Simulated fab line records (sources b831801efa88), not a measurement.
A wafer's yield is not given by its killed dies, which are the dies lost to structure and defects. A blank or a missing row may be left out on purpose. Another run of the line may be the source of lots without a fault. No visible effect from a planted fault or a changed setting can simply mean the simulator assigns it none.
2 desks, one fault || flow gf180mcu || each desk has only its own numbers; what lay behind them comes last

## FOR THE TOOL OWNER'S DESK: pvdSputter-02
The tool's own readings at GF_V5_SPUTTER_22 (material TiN, target thk 10 nm, time 40 s): means of the sampled wafers that have a number, for each lot that ran on this tool. The brackets show how far a lot's mean lies from the usual mean; more than 4 standard deviations puts the lot out of limits, marked OUT.
Columns: A = throttleValvePct at GF_V5_SPUTTER_22, usual 30.7 %
{"lot": "L793", "first seen here": "day 27 07:08", "A": 30.6}
{"lot": "L795", "first seen here": "day 28 03:19", "A": 31.5}
{"lot": "L796", "first seen here": "day 28 12:19", "A": 31.1}
{"lot": "L800", "first seen here": "day 29 15:22", "A": 30.5}
{"lot": "L801", "first seen here": "day 30 03:56", "A": 30.7}
{"lot": "L812", "first seen here": "day 33 00:14", "A": 31.7}
{"lot": "L813", "first seen here": "day 33 01:11", "A": 30.7}
{"lot": "L814", "first seen here": "day 33 10:14", "A": 30.3}
{"lot": "L815", "first seen here": "day 33 15:38", "A": 31.0}
This desk's verdict: no lot among the 9 shows anything out of limits.

## FROM THE METROLOGY DESK
Means of the sampled wafers that have a number, per lot and without regard to the tool the lot ran on: this is what the gauges read. The brackets show how far a lot's mean lies from the usual mean; more than 4 standard deviations puts the lot out of limits, marked OUT.
Columns: A = V5_W_RS at GF_V5_RS_MEAS_24, usual 0.326 ohm/sq
{"lot": "L793", "first seen here": "day 27 07:19", "A": 0.325}
{"lot": "L795", "first seen here": "day 28 03:29", "A": 0.320}
{"lot": "L796", "first seen here": "day 28 12:31", "A": 0.331}
{"lot": "L800", "first seen here": "day 29 15:31", "A": 0.328}
{"lot": "L801", "first seen here": "day 30 04:07", "A": 0.329}
{"lot": "L807", "first seen here": "day 31 17:16", "A": 0.322}
{"lot": "L808", "first seen here": "day 31 22:22", "A": 0.321}
{"lot": "L809", "first seen here": "day 32 05:50", "A": 0.321}
{"lot": "L812", "first seen here": "day 33 00:23", "A": 0.322}
{"lot": "L813", "first seen here": "day 33 01:25", "A": 0.327}
{"lot": "L814", "first seen here": "day 33 10:25", "A": 0.325}
{"lot": "L815", "first seen here": "day 33 15:47", "A": 0.325}
{"lot": "L816", "first seen here": "day 33 22:14", "A": 0.326}
This desk's verdict: no lot among the 13 shows anything out of limits.

## BROUGHT TOGETHER
Nothing out of limits was seen by the tool owner's desk.
Metrology desk: nothing out of limits seen.

## WHAT HAD BEEN PUT IN BY THE SIMULATOR
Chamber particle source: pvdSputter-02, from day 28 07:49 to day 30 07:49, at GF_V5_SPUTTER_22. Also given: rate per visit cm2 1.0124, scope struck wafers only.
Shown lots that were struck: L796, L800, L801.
